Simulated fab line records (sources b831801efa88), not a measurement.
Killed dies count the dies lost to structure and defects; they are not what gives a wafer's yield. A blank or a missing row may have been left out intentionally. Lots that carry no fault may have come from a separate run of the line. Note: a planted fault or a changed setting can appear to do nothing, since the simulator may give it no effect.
Which of the tools did it? + flow sky130 + 6 lots with 17 wafers sampled at 3 steps, on a route of 708 steps

## WHAT THE GAUGES SHOWED, per wafer
SKY_NWELL_TW_MEAS_26.
| lot  | measured     | on            | NWELL_2_TW  |
|------|--------------|---------------|-------------|
| L699 | day 5 13:40  | film-metro-03 | 504 500 500 |
| L702 | day 6 10:56  | film-metro-04 | 499 499 502 |
| L704 | day 6 18:50  | film-metro-03 | 500 497 503 |
| L714 | day 9 05:32  | film-metro-04 | 477 498     |
| L716 | day 9 20:17  | film-metro-03 | 474 496 493 |
| L721 | day 11 20:10 | film-metro-02 | 494 492 492 |

## WHICH TOOL RAN EACH LOT (tool, then ch and the chambers of the sampled wafers, then the start)
| lot  | SKY_FIELD_ISO_ETCH_17           | SKY_NWELL_IMPLANT_24            |
|------|---------------------------------|---------------------------------|
| L699 | rie-si-01 ch 1,2, day 2 09:37   | implanter-03 ch 0, day 5 13:25  |
| L702 | rie-si-01 ch 0,1,2, day 3 04:52 | implanter-04 ch 0, day 6 10:41  |
| L704 | rie-si-02 ch 0,1,2, day 3 11:55 | implanter-04 ch 0, day 6 18:36  |
| L714 | rie-si-01 ch 2,3, day 5 16:16   | implanter-01 ch 0, day 9 05:18  |
| L716 | rie-si-01 ch 1,2, day 6 02:19   | implanter-01 ch 0, day 9 20:03  |
| L721 | rie-si-01 ch 0,1,2, day 7 07:07 | implanter-04 ch 0, day 11 19:55 |
- SKY_FIELD_ISO_ETCH_17: etches Si in HBr/Cl2/O2, target depth 342 nm, time 97.7 s.
- SKY_NWELL_IMPLANT_24

## THE ANSWER, worked out from the rows above alone
Rule: what is usual is taken from the lots themselves. The widest of any qualifying gaps counts: lots, ordered by their means at a reading, are off when they make up no more than a third of the lots, leave a main group of 4 or more, and stand apart from it by 3 or more times the standard deviation of that group's means. A main group is skipped when, at the precision printed for the reading in the tables above, its means are all equal. Also off: a lot with no number at a reading for which 4 or more lots have one. Where the step has rows for the other lots, those lots are counted as sound.
No lot is off on any of the readings shown, so nothing can be concluded from this.

## WHAT THE SIMULATOR HAD INSERTED
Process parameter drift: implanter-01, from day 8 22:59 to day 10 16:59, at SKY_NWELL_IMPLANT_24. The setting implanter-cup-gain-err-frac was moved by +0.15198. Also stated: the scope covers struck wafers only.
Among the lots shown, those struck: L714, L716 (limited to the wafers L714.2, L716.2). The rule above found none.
